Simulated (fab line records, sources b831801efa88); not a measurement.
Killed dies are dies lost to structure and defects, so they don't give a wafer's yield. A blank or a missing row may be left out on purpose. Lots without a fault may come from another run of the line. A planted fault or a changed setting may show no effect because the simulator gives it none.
Which tool did it? | flow gf180mcu | 24 lots, 72 wafers sampled, at 6 steps of a route of 602

WHAT THE GAUGES READ, wafer by wafer
GF_M3_THK_MEAS_06: measures by xrf. Usual: M3_ALCU_THK 450 nm, standard deviation 7.5.
lot  | measured     | on            | M3_ALCU_THK (nm) | flag
L074 | day 20 06:26 | film_metro-01 | 448 442 446      |
L075 | day 20 16:26 | film_metro-01 | 436 450 441      |
L076 | day 20 18:00 | film_metro-03 | 445 445 450      |
L077 | day 21 10:54 | film_metro-03 | 462 459 459      |
L078 | day 22 03:44 | film_metro-03 | 439 456 452      |
L079 | day 22 17:37 | film_metro-01 | 451 444 455      |
L080 | day 22 18:34 | film_metro-01 | 444 438 445      |
L083 | day 23 23:56 | film_metro-01 | 460 453 446      |
L081 | day 24 00:56 | film_metro-03 | 449 446 444      |
L082 | day 24 01:48 | film_metro-03 | 444 450 446      |
L084 | day 24 18:32 | film_metro-03 | 439 440 448      |
L085 | day 24 20:56 | film_metro-04 | 447 457 446      |
L086 | day 24 21:31 | film_metro-04 | 449 451 446      |
L088 | day 25 04:26 | film_metro-04 | 460 464 455      |
L087 | day 25 06:06 | film_metro-03 | 464 457 461      |
L091 | day 25 21:49 | film_metro-03 | 456 454 458      |
L089 | day 26 02:14 | film_metro-03 | 439 445 442      |
L090 | day 26 02:37 | film_metro-03 | 453 455 452      |
L092 | day 26 08:51 | film_metro-01 | 443 444 445      |
L093 | day 26 16:01 | film_metro-01 | 456 454 440      |
L094 | day 26 17:10 | film_metro-01 | 457 445 460      |
L095 | day 27 02:02 | film_metro-04 | 450 458 460      |
L096 | day 27 07:23 | film_metro-03 | 450 454 458      |
L097 | day 27 16:16 | film_metro-04 | 437 451 437      |

GF_M3_CD_MEAS_14: target cd 280 nm. Usual: cd_nm 280.0 nm, standard deviation 1.2.
lot  | measured     | on        | cd_nm (nm)        | flag
L074 | day 21 06:08 | cd_sem-01 | 282.0 280.4 281.6 |
L075 | day 21 15:31 | cd_sem-01 | 280.6 279.3 280.4 |
L076 | day 21 17:17 | cd_sem-02 | 281.4 279.0 280.9 |
L077 | day 22 09:39 | cd_sem-02 | 281.9 281.5 281.5 |
L078 | day 23 02:59 | cd_sem-02 | 282.7 280.8 281.3 |
L079 | day 23 15:11 | cd_sem-02 | 278.8 278.7 279.4 |
L080 | day 23 16:08 | cd_sem-02 | 281.4 280.5 282.3 |
L083 | day 24 21:11 | cd_sem-02 | 281.9 279.7 280.1 |
L081 | day 24 22:53 | cd_sem-01 | 280.4 280.4 278.6 |
L082 | day 24 23:16 | cd_sem-01 | 278.7 280.2 279.3 |
L084 | day 25 15:50 | cd_sem-01 | 280.3 278.7 280.7 |
L085 | day 25 18:26 | cd_sem-01 | 278.7 278.6 279.3 |
L086 | day 25 18:47 | cd_sem-01 | 280.5 278.9 280.4 |
L088 | day 26 01:38 | cd_sem-01 | 279.7 279.7 279.1 |
L087 | day 26 02:37 | cd_sem-01 | 281.5 283.1 281.6 |
L091 | day 26 17:48 | cd_sem-01 | 279.3 279.7 278.4 |
L089 | day 26 22:07 | cd_sem-02 | 276.8 277.1 276.8 |
L090 | day 26 23:14 | cd_sem-01 | 280.3 279.2 280.3 |
L092 | day 27 04:54 | cd_sem-01 | 280.3 278.5 280.6 |
L093 | day 27 11:07 | cd_sem-02 | 279.9 279.6 278.1 |
L094 | day 27 11:59 | cd_sem-01 | 280.9 280.1 280.5 |
L095 | day 27 21:06 | cd_sem-02 | 280.7 279.7 280.5 |
L096 | day 28 02:43 | cd_sem-01 | 280.7 281.3 279.4 |
L097 | day 28 11:34 | cd_sem-02 | 280.2 279.8 279.3 |

GF_V4_BOW_MEAS_05. Usual: V4_BOW 134 um, standard deviation 10.
lot  | measured     | on            | V4_BOW (um) | flag
L074 | day 23 09:07 | film_metro-03 | 122 140 134 |
L075 | day 23 17:10 | film_metro-03 | 132 125 120 |
L076 | day 23 19:43 | film_metro-02 | 128 132 133 |
L077 | day 24 10:58 | film_metro-02 | 124 131 138 |
L078 | day 25 02:55 | film_metro-01 | 127 125 134 |
L079 | day 25 14:22 | film_metro-02 | 142 121 136 |
L080 | day 25 15:10 | film_metro-02 | 145 135 125 |
L083 | day 26 19:30 | film_metro-03 | 135 138 141 |
L081 | day 26 20:52 | film_metro-02 | 122 123 123 |
L082 | day 26 21:11 | film_metro-01 | 150 148 140 |
L084 | day 27 11:13 | film_metro-02 | 148 153 128 |
L085 | day 27 15:33 | film_metro-02 | 141 134 133 |
L086 | day 27 15:53 | film_metro-02 | 145 145 144 |
L088 | day 27 22:23 | film_metro-03 | 150 139 138 |
L087 | day 27 22:43 | film_metro-02 | 127 133 132 |
L091 | day 28 13:26 | film_metro-02 | 120 113 134 |
L089 | day 28 17:27 | film_metro-02 | 147 133 140 |
L090 | day 28 17:48 | film_metro-01 | 111 116 109 |
L092 | day 28 23:37 | film_metro-03 | 139 137 143 |
L093 | day 29 05:49 | film_metro-02 | 142 157 150 |
L094 | day 29 08:05 | film_metro-01 | 130 127 134 |
L095 | day 29 15:36 | film_metro-03 | 138 135 138 |
L096 | day 29 20:44 | film_metro-02 | 132 135 142 |
L097 | day 30 05:01 | film_metro-03 | 149 143 142 |

GF_V4_OVL_MEAS_15. Usual: V4_OVL 2 nm, standard deviation 4.4.
lot  | measured     | on         | V4_OVL (nm) | flag
L074 | day 24 07:18 | overlay-01 | -3 3 -3     |
L075 | day 24 15:34 | overlay-01 | 0 6 -3      |
L076 | day 24 18:12 | overlay-01 | 2 3 1       |
L077 | day 25 08:23 | overlay-02 | 5 7 1       |
L078 | day 25 23:54 | overlay-01 | 7 -1 5      |
L079 | day 26 10:31 | overlay-02 | -4 1 4      |
L080 | day 26 10:40 | overlay-01 | 0 1 -5      |
L083 | day 27 15:16 | overlay-01 | -4 6 5      |
L081 | day 27 16:06 | overlay-02 | 1 -1 -2     |
L082 | day 27 16:28 | overlay-02 | 4 6 4       |
L084 | day 28 06:27 | overlay-02 | -5 -8 6     |
L085 | day 28 11:03 | overlay-02 | -1 6 6      |
L086 | day 28 11:31 | overlay-02 | -5 1 2      |
L088 | day 28 17:58 | overlay-02 | 0 1 3       |
L087 | day 28 18:19 | overlay-02 | 1 2 -2      |
L091 | day 29 09:17 | overlay-02 | 4 3 3       |
L089 | day 29 12:22 | overlay-01 | 11 11 6     |
L090 | day 29 13:19 | overlay-01 | 10 10 10    |
L092 | day 29 18:29 | overlay-02 | 0 7 -1      |
L093 | day 30 00:07 | overlay-01 | 8 6 6       |
L094 | day 30 02:49 | overlay-01 | -5 0 5      |
L095 | day 30 10:16 | overlay-01 | 3 2 4       |
L096 | day 30 15:10 | overlay-02 | 0 1 5       |
L097 | day 30 22:37 | overlay-01 | 2 5 9       |

GF_TOP_METAL_THK_MEAS_06: measures by xrf. Usual: TOP_METAL_ALCU_THK 895 nm, standard deviation 12.
lot  | measured     | on            | TOP_METAL_ALCU_THK (nm) | flag
L074 | day 27 03:05 | film_metro-02 | 864 900 886             |
L075 | day 27 10:23 | film_metro-04 | 884 876 905             |
L076 | day 27 11:31 | film_metro-01 | 898 896 899             |
L077 | day 28 01:14 | film_metro-01 | 905 885 898             |
L078 | day 28 15:50 | film_metro-02 | 908 901 891             |
L079 | day 29 02:29 | film_metro-04 | 903 901 892             |
L080 | day 29 03:16 | film_metro-01 | 904 923 913             |
L083 | day 30 05:29 | film_metro-04 | 877 892 898             |
L081 | day 30 05:47 | film_metro-02 | 905 905 896             |
L082 | day 30 06:46 | film_metro-04 | 904 902 902             |
L084 | day 30 20:01 | film_metro-04 | 894 906 899             |
L085 | day 30 23:33 | film_metro-01 | 878 903 898             |
L086 | day 31 00:55 | film_metro-04 | 887 898 896             |
L088 | day 31 06:57 | film_metro-01 | 908 897 889             |
L087 | day 31 07:40 | film_metro-04 | 877 880 880             |
L091 | day 31 21:58 | film_metro-02 | 906 895 889             |
L089 | day 32 00:11 | film_metro-04 | 905 904 902             |
L090 | day 32 00:26 | film_metro-04 | 912 924 928             |
L092 | day 32 05:21 | film_metro-04 | 878 883 875             |
L093 | day 32 09:13 | film_metro-04 | 902 910 911             |
L094 | day 32 12:20 | film_metro-02 | 892 871 888             |
L095 | day 32 20:43 | film_metro-04 | 899 888 903             |
L096 | day 33 00:22 | film_metro-01 | 909 904 896             |
L097 | day 33 06:20 | film_metro-02 | 871 889 898             |

WHICH TOOL RAN EACH LOT (tool, then ch and the chambers of the sampled wafers, then the start)
lot  | GF_M3_STRIP_17
L074 | plasma_asher-04 ch 0,1, day 21 06:25
L075 | plasma_asher-04 ch 0,1, day 21 15:47
L076 | plasma_asher-01 ch 0,1, day 21 17:34
L077 | plasma_asher-04 ch 0,1, day 22 09:53
L078 | plasma_asher-04 ch 0,1, day 23 03:16
L079 | plasma_asher-04 ch 0,1, day 23 15:28
L080 | plasma_asher-03 ch 0,1, day 23 16:25
L083 | plasma_asher-04 ch 0,1, day 24 21:34
L081 | plasma_asher-03 ch 0,1, day 24 23:10
L082 | plasma_asher-03 ch 0,1, day 24 23:37
L084 | plasma_asher-04 ch 0,1, day 25 16:07
L085 | plasma_asher-01 ch 1, day 25 18:43
L086 | plasma_asher-04 ch 0,1, day 25 19:10
L088 | plasma_asher-03 ch 0,1, day 26 01:55
L087 | plasma_asher-01 ch 0,1, day 26 02:52
L091 | plasma_asher-01 ch 0,1, day 26 18:02
L089 | plasma_asher-03 ch 0, day 26 22:22
L090 | plasma_asher-04 ch 0,1, day 26 23:29
L092 | plasma_asher-04 ch 0,1, day 27 05:08
L093 | plasma_asher-04 ch 1, day 27 11:22
L094 | plasma_asher-04 ch 0,1, day 27 12:16
L095 | plasma_asher-04 ch 0,1, day 27 21:20
L096 | plasma_asher-04 ch 0,1, day 28 02:58
L097 | plasma_asher-04 ch 0,1, day 28 11:49
- GF_M3_STRIP_17: strips in O2/N2.

WHAT THE TOOLS THEMSELVES READ (means of the sampled wafers that have a number; where no wafer has one, the mark that the record gives instead)
GF_M3_STRIP_17. Usual: drypump_motor_current_A 5.79 A, standard deviation 0.14; heater_power_w 333 W, standard deviation 14; oes_product_au 0.558 a.u., standard deviation 0.0052; strip_time_to_endpoint_s 7.89 s, standard deviation 0.062.
lot  | tool            | drypump_motor_current_A (A) | heater_power_w (W) | oes_product_au (a.u.) | strip_time_to_endpoint_s (s) | flag
L074 | plasma_asher-04 | 5.78                        | 330                | 0.558                 | 7.96                         |
L075 | plasma_asher-04 | 5.77                        | 333                | 0.557                 | 7.88                         |
L076 | plasma_asher-01 | 5.74                        | 342                | 0.558                 | 7.88                         |
L077 | plasma_asher-04 | 5.70                        | 322                | 0.558                 | 7.80                         |
L078 | plasma_asher-04 | 5.77                        | 329                | 0.559                 | 7.93                         |
L079 | plasma_asher-04 | 5.72                        | 323                | 0.559                 | 7.86                         |
L080 | plasma_asher-03 | 6.01                        | 339                | 0.560                 | 7.95                         |
L083 | plasma_asher-04 | 5.69                        | 324                | 0.559                 | 7.91                         |
L081 | plasma_asher-03 | 5.94                        | 346                | 0.551                 | 7.77                         |
L082 | plasma_asher-03 | 5.95                        | 342                | 0.561                 | 7.88                         |
L084 | plasma_asher-04 | 5.71                        | 324                | 0.559                 | 7.91                         |
L085 | plasma_asher-01 | 5.73                        | 338                | 0.555                 | 7.87                         |
L086 | plasma_asher-04 | 5.70                        | 320                | 0.563                 | 7.93                         |
L088 | plasma_asher-03 | 5.92                        | 344                | 0.554                 | 7.85                         |
L087 | plasma_asher-01 | 5.74                        | 342                | 0.557                 | 7.89                         |
L091 | plasma_asher-01 | 5.74                        | 349                | 0.552                 | 7.80                         |
L089 | plasma_asher-03 | 6.10                        | 322                | 0.558                 | 7.92                         |
L090 | plasma_asher-04 | 5.71                        | 325                | 0.554                 | 7.86                         |
L092 | plasma_asher-04 | 5.71                        | 325                | 0.557                 | 7.95                         |
L093 | plasma_asher-04 | 5.63                        | 315                | 0.562                 | 7.87                         |
L094 | plasma_asher-04 | 5.70                        | 322                | 0.566                 | 8.00                         |
L095 | plasma_asher-04 | 5.69                        | 326                | 0.562                 | 7.85                         |
L096 | plasma_asher-04 | 5.80                        | 332                | 0.555                 | 7.81                         |
L097 | plasma_asher-04 | 5.77                        | 329                | 0.564                 | 7.97                         |

THE ANSWER, worked out from the rows above alone
Rule: a lot is off if the mean of its wafers that have a number lies more than 3 standard deviations from the usual mean. A lot without any number at a reading at which 4 lots or more have one is off too. The other lots that the step has rows for count as sound. The gauges are gone through in route order, then the tools' own readings, and for those a lot's mean is taken as printed above. The first step at which some lot is off is used, and at that step the reading that is off furthest; a lot without a number counts as furthest.
No lot is off at any reading shown: from this, nothing can be told.

WHAT THE SIMULATOR HAD PUT IN
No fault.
